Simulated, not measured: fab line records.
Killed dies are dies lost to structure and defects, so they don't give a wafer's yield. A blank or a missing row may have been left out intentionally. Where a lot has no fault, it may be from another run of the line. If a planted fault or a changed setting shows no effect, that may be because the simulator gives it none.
fab line records    flow gf180mcu
[record] lots = 13  wafers = 38  last-day = 34
route steps=602 shown STI@23 MVSD@75 MVPSD@88 VT_IMPLANT@119
lots that met no fault: taken from a fault-free run of the same line
start-h: start of the lot's first displayed wafer, in hours after the record's first day    wait-h: time in hours since the lot's previous step    " identical to the entry in the row above    L1.1+2: a row that stands for several wafers    - no value, or no start given    * or withheld: withheld    < > ~ a bound
route shown NAME@n: names a module that has steps shown in the file, with the first one's number in the route    usual: mean/standard deviation taken from wafers without a fault    same: alike in all rows    chamber/n: place in a boat    sites: readings site by site    _std_site: the values' standard deviation    _edge_site: the outer-site mean with the inner-site mean subtracted    radius-mm: how far each site lies from the wafer's centre    mask NAME#n: copy n    behind: tool/chamber where the wafer was last shaped    hold: reason for holding the lot/hours on hold/outcome of the hold    device: which transistor (n, p or np) failed to switch    end of line: at the end of the route, the tests of the same wafers    where a step has no rows: the recipe by itself    killed: at the first sort, the dies lost to defects and structure; wafer yield is something else    map: the dies of a wafer, with x for killed, . for not killed, _ for no die there
set.NAME: the setting that was run; set.NAME@STEP: the one run at that earlier step    model.NAME: the simulator's own value behind a step, which no gauge read
the route's steps for a sample of lots (tables are steps, rows are wafers)
services: from which hour (start-h, from the record's first day; less than 0 if before it) a tool's chamber was out of use, for how many hours, and why
[[steps]]
[step GF_STI_THK_MEAS_22]
[recipe] reads = SiO2_of_STI_OXIDATION_21
[usual] STI_OXIDATION_01_THK = 15.14/0.26
lot.wafer  tool           chamber  start-h  wait-h  STI_OXIDATION_01_THK[nm]
L399.3     film-metro-01  -        33.81    0.0     15.01
L399.5     "              -        "        "       14.91
L399.6     "              -        "        "       15.24
L401.1     film-metro-01  -        43.89    0.0     15.30
L401.2     "              -        "        "       15.41
L401.6     "              -        "        "       14.91
L402.1     film-metro-01  -        52.30    0.0     15.40
L402.2     "              -        "        "       15.33
L402.5     "              -        "        "       15.39
L404.2     film-metro-02  -        65.75    0.0     15.11
L404.3     "              -        "        "       15.47
L404.4     "              -        "        "       15.33
L405.1     film-metro-01  -        65.76    0.0     15.51
L405.4     "              -        "        "       15.12
L405.6     "              -        "        "       15.56
L406.2     film-metro-02  -        73.91    0.0     15.28
L406.3     "              -        "        "       15.39
L406.5     "              -        "        "       15.44
L408.2     film-metro-03  -        83.65    0.0     15.14
L408.4     "              -        "        "       15.08
L408.5     "              -        "        "       14.99
L410.3     film-metro-02  -        94.78    0.0     15.52
L410.4     "              -        "        "       15.47
L410.5     "              -        "        "       15.47
L412.1     film-metro-03  -        102.11   0.0     14.96
L412.4     "              -        "        "       15.18
L412.6     "              -        "        "       15.04
L413.3     film-metro-03  -        105.74   0.0     14.96
L413.4     "              -        "        "       14.95
L418.1     film-metro-01  -        130.50   0.0     15.25
L418.3     "              -        "        "       15.47
L418.6     "              -        "        "       15.57
L420.1     film-metro-02  -        140.66   0.0     15.31
L420.4     "              -        "        "       14.92
L420.5     "              -        "        "       14.78
L421.1     film-metro-03  -        147.64   0.0     15.30
L421.2     "              -        "        "       15.08
L421.6     "              -        "        "       15.35
[step GF_MVSD_IMPLANT_09]
[recipe] species = P  energy-kev = 100  dose-cm2 = 5e+12  tilt-deg = 0
[usual] beam-on-s = 9.99/0.19  faraday-current-uA = 28.2/0.56
lot.wafer  tool          chamber  start-h  wait-h  beam-on-s  faraday-current-uA
L399.3     implanter-01  0        87.78    0.1     10.23      27.5
L399.5     "             0        "        "       9.95       28.3
L399.6     "             0        "        "       10.02      28.2
L401.1     implanter-02  0        98.98    0.1     9.68       28.9
L401.2     "             0        "        "       10.16      27.7
L401.6     "             0        "        "       10.07      28.2
L402.1     implanter-01  0        114.84   0.1     9.80       28.9
L402.2     "             0        "        "       10.11      27.7
L402.5     "             0        "        "       10.04      28.0
L405.1     implanter-03  0        128.59   0.1     9.94       28.4
L405.4     "             0        "        "       10.21      27.6
L405.6     "             0        "        "       10.00      28.0
L404.2     implanter-01  0        130.07   0.1     10.30      27.3
L404.3     "             0        "        "       9.83       28.6
L404.4     "             0        "        "       9.92       28.4
L406.2     implanter-02  0        137.30   0.1     10.14      27.8
L406.3     "             0        "        "       10.31      27.3
L406.5     "             0        "        "       10.12      27.9
L408.2     implanter-02  0        146.97   0.1     9.94       28.4
L408.4     "             0        "        "       10.19      27.6
L408.5     "             0        "        "       10.17      27.8
L410.3     implanter-01  0        159.64   0.1     10.15      27.8
L410.4     "             0        "        "       10.12      27.8
L410.5     "             0        "        "       10.12      27.8
L412.1     implanter-01  0        166.64   0.1     9.91       28.6
L412.4     "             0        "        "       13.03      21.8
L412.6     "             0        "        "       12.79      22.1
L413.3     implanter-01  0        172.54   0.1     9.74       28.9
L413.4     "             0        "        "       12.44      22.7
L418.1     implanter-03  0        198.39   0.1     10.11      27.8
L418.3     "             0        "        "       9.99       28.1
L418.6     "             0        "        "       9.94       28.3
L420.1     implanter-02  0        210.38   0.1     9.41       29.9
L420.4     "             0        "        "       9.83       28.5
L420.5     "             0        "        "       10.06      28.0
L421.1     implanter-02  0        219.14   0.1     9.98       28.3
L421.2     "             0        "        "       9.97       28.3
L421.6     "             0        "        "       10.32      27.3
[step GF_MVPSD_STRIP_10]
[recipe] chemistry = O2/N2  power-w = 1400  pressure-mtorr = 1500  platen-temp-c = 250  o2-flow-sccm = 3000  n2-flow-sccm = 300  overash-fraction = 0.5
[usual] drypump-motor-current-A = 5.6/0.41  heater-power-w = 316/51  oes-product-au = 0.723/0.0044  strip-time-to-endpoint-s = 36.95/0.096
lot.wafer  tool             chamber  start-h  wait-h  drypump-motor-current-A  heater-power-w  oes-product-au  rf-hours-counter-h  strip-time-to-endpoint-s
L399.3     plasma-asher-03  1        102.28   0.1     5.5                      333             0.714           -                   36.95
L399.5     "                1        "        "       5.5                      340             0.725           -                   36.95
L399.6     "                0        "        "       5.7                      424             0.726           -                   36.98
L401.1     plasma-asher-02  1        114.28   0.1     6.0                      295             0.723           44                  36.86
L401.2     "                0        "        "       5.8                      293             0.724           44                  36.86
L401.6     "                1        "        "       6.0                      292             0.718           -                   36.94
L402.1     plasma-asher-02  1        130.58   0.1     6.0                      290             0.715           46                  36.94
L402.2     "                0        "        "       5.9                      299             0.724           46                  36.98
L402.5     "                1        "        "       6.0                      291             0.726           -                   36.99
L405.1     plasma-asher-03  0        144.14   0.1     5.7                      436             0.727           51                  37.04
L405.4     "                1        "        "       5.5                      333             0.723           -                   37.10
L405.6     "                0        "        "       5.7                      443             0.718           -                   37.20
L404.2     plasma-asher-01  0        146.60   0.1     4.8                      324             0.721           3                   36.93
L404.3     "                0        "        "       4.8                      321             0.720           -                   36.90
L404.4     "                1        "        "       5.7                      271             0.717           -                   36.86
L406.2     plasma-asher-01  1        153.83   0.1     5.7                      264             0.717           3                   37.00
L406.3     "                0        "        "       4.8                      326             0.722           -                   36.98
L406.5     "                1        "        "       5.7                      267             0.722           -                   36.98
L408.2     plasma-asher-02  0        163.69   0.1     5.9                      295             0.715           49                  37.07
L408.4     "                1        "        "       6.0                      291             0.715           -                   37.04
L408.5     "                1        "        "       6.0                      298             0.722           -                   37.01
L410.3     plasma-asher-01  1        176.26   0.1     5.7                      268             0.721           -                   37.05
L410.4     "                0        "        "       4.8                      323             0.722           -                   36.94
L410.5     "                0        "        "       4.8                      318             0.729           -                   36.95
L412.1     plasma-asher-03  0        183.54   0.1     5.7                      431             0.729           56                  37.04
L412.4     "                0        "        "       5.7                      436             0.729           -                   36.91
L412.6     "                1        "        "       5.5                      331             0.721           -                   37.00
L413.3     plasma-asher-01  0        189.96   0.1     4.8                      318             0.722           -                   36.97
L413.4     "                1        "        "       5.7                      262             0.722           -                   36.97
L418.1     plasma-asher-02  0        216.40   0.1     5.8                      294             0.715           54                  36.78
L418.3     "                1        "        "       6.0                      296             0.726           -                   36.99
L418.6     "                1        "        "       6.0                      291             0.715           -                   36.90
L420.1     plasma-asher-01  0        228.74   0.1     4.8                      330             0.718           11                  36.81
L420.4     "                0        "        "       4.8                      321             0.724           -                   36.92
L420.5     "                1        "        "       5.7                      258             0.725           -                   36.86
L421.1     plasma-asher-01  1        237.65   0.1     5.7                      264             0.720           12                  37.00
L421.2     "                0        "        "       4.8                      327             0.718           12                  36.98
L421.6     "                1        "        "       5.7                      263             0.717           -                   37.02
[step GF_VT_IMPLANT_OVL_MEAS_29]
[usual] VT_IMPLANT_02_OVL = 0.2/1.6
lot.wafer  tool        chamber  start-h  wait-h  VT_IMPLANT_02_OVL[nm]
L399.3     overlay-01  -        147.07   0.1     -3.1
L399.5     "           -        "        "       -0.9
L399.6     "           -        "        "       -1.9
L401.1     overlay-02  -        161.46   0.1     0.7
L401.2     "           -        "        "       -0.4
L401.6     "           -        "        "       1.9
L402.1     overlay-01  -        179.51   0.1     1.9
L402.2     "           -        "        "       1.1
L402.5     "           -        "        "       2.1
L405.1     overlay-02  -        193.26   0.1     0.4
L405.4     "           -        "        "       1.5
L405.6     "           -        "        "       1.0
L404.2     overlay-02  -        195.91   0.1     -0.7
L404.3     "           -        "        "       1.0
L404.4     "           -        "        "       -0.4
L406.2     overlay-02  -        203.76   0.1     -0.8
L406.3     "           -        "        "       -2.7
L406.5     "           -        "        "       -2.8
L408.2     overlay-02  -        215.12   0.1     -1.5
L408.4     "           -        "        "       -0.8
L408.5     "           -        "        "       1.4
L410.3     overlay-01  -        228.72   0.1     2.2
L410.4     "           -        "        "       2.7
L410.5     "           -        "        "       1.0
L412.1     overlay-01  -        235.66   0.1     2.7
L412.4     "           -        "        "       0.4
L412.6     "           -        "        "       1.0
L413.3     overlay-01  -        243.18   0.1     2.7
L413.4     "           -        "        "       0.8
L418.1     overlay-01  -        272.16   0.1     1.7
L418.3     "           -        "        "       1.9
L418.6     "           -        "        "       1.9
L420.1     overlay-02  -        284.96   0.1     1.0
L420.4     "           -        "        "       0.3
L420.5     "           -        "        "       1.1
L421.1     overlay-01  -        295.65   0.1     0.2
L421.2     "           -        "        "       1.2
L421.6     "           -        "        "       0.9
[step GF_VT_IMPLANT_RS_MEAS_46]
[recipe] thk-meas-gauge = four-point-probe
[usual] MVSD_RS = 457.4/1.1
lot.wafer  tool           chamber  start-h  wait-h  MVSD_RS[ohm/sq]
L399.3     film-metro-02  -        164.09   0.1     457.2
L399.5     "              -        "        "       454.7
L399.6     "              -        "        "       456.3
L401.1     film-metro-03  -        177.76   0.1     457.4
L401.2     "              -        "        "       457.6
L401.6     "              -        "        "       457.9
L402.1     film-metro-02  -        197.01   0.1     460.0
L402.2     "              -        "        "       457.6
L402.5     "              -        "        "       457.1
L405.1     film-metro-03  -        211.86   0.1     458.1
L405.4     "              -        "        "       458.4
L405.6     "              -        "        "       456.7
L404.2     film-metro-03  -        214.42   0.1     457.1
L404.3     "              -        "        "       456.4
L404.4     "              -        "        "       456.7
L406.2     film-metro-02  -        222.22   0.1     457.3
L406.3     "              -        "        "       456.1
L406.5     "              -        "        "       457.1
L408.2     film-metro-02  -        233.63   0.3     457.0
L408.4     "              -        "        "       457.4
L408.5     "              -        "        "       456.0
L410.3     film-metro-03  -        247.55   0.1     457.1
L410.4     "              -        "        "       458.0
L410.5     "              -        "        "       457.6
L412.1     film-metro-02  -        254.75   0.1     455.4
L412.4     "              -        "        "       437.7
L412.6     "              -        "        "       439.5
L413.3     film-metro-03  -        262.74   0.1     459.4
L413.4     "              -        "        "       440.7
L418.1     film-metro-04  -        292.11   0.1     456.1
L418.3     "              -        "        "       457.1
L418.6     "              -        "        "       456.7
L420.1     film-metro-02  -        305.90   0.1     455.2
L420.4     "              -        "        "       455.1
L420.5     "              -        "        "       455.4
L421.1     film-metro-03  -        316.60   0.1     457.9
L421.2     "              -        "        "       459.1
L421.6     "              -        "        "       458.7
[[services]]
tool             chamber  start-h  hours  kind
plasma-asher-02  -        71.22    13.1   pm
plasma-asher-01  -        108.75   9.0    pm
plasma-asher-01  0        108.75   9.0    vent-cycle
plasma-asher-01  1        108.75   9.0    vent-cycle
plasma-asher-01  0        117.75   -      clean
plasma-asher-01  1        117.75   -      clean
implanter-01     -        124.30   4.2    repair
plasma-asher-01  -        151.02   2.8    pm
plasma-asher-02  -        166.53   14.6   pm
plasma-asher-01  -        181.76   8.1    repair
implanter-01     -        191.75   1.0    repair
[[key]]
[first-sign] step = GF_MVSD_IMPLANT_09  reading = beam-on-s  direction = up  sigmas = 14  usual = 9.99  struck = 12.75
[effect] step = GF_MVSD_IMPLANT_09  reading = faraday-current-uA  direction = down  sigmas = 11  usual = 28.2  struck = 22.2
[effect] step = GF_VT_IMPLANT_RS_MEAS_46  reading = MVSD_RS  direction = down  sigmas = 16  usual = 457.4  struck = 439.3
met-at GF_MVSD_IMPLANT_09
struck-lots L412,L413
struck-wafers L412.4,L412.6,L413.4
tester-left-out L412,L413
not-acting-at GF_STI_THK_MEAS_22,GF_MVPSD_STRIP_10,GF_VT_IMPLANT_OVL_MEAS_29
onset-between 159.64 166.64
[fault] kind = process-parameter-drift  tool = implanter-01  chamber = -  onset-h = 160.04  steps = GF_MVSD_IMPLANT_09  channel = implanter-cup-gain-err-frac  offset = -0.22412  shape = step  end-h = 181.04  scope = struck-wafers-only
// tester-left-out: of these lots the tester's yield and bins aren't shown, on N5 and GAA mostly nor the transistor test; their killed dies are dies lost to structure and defects alone, not to doping, threshold or leakage, so they don't give the yield
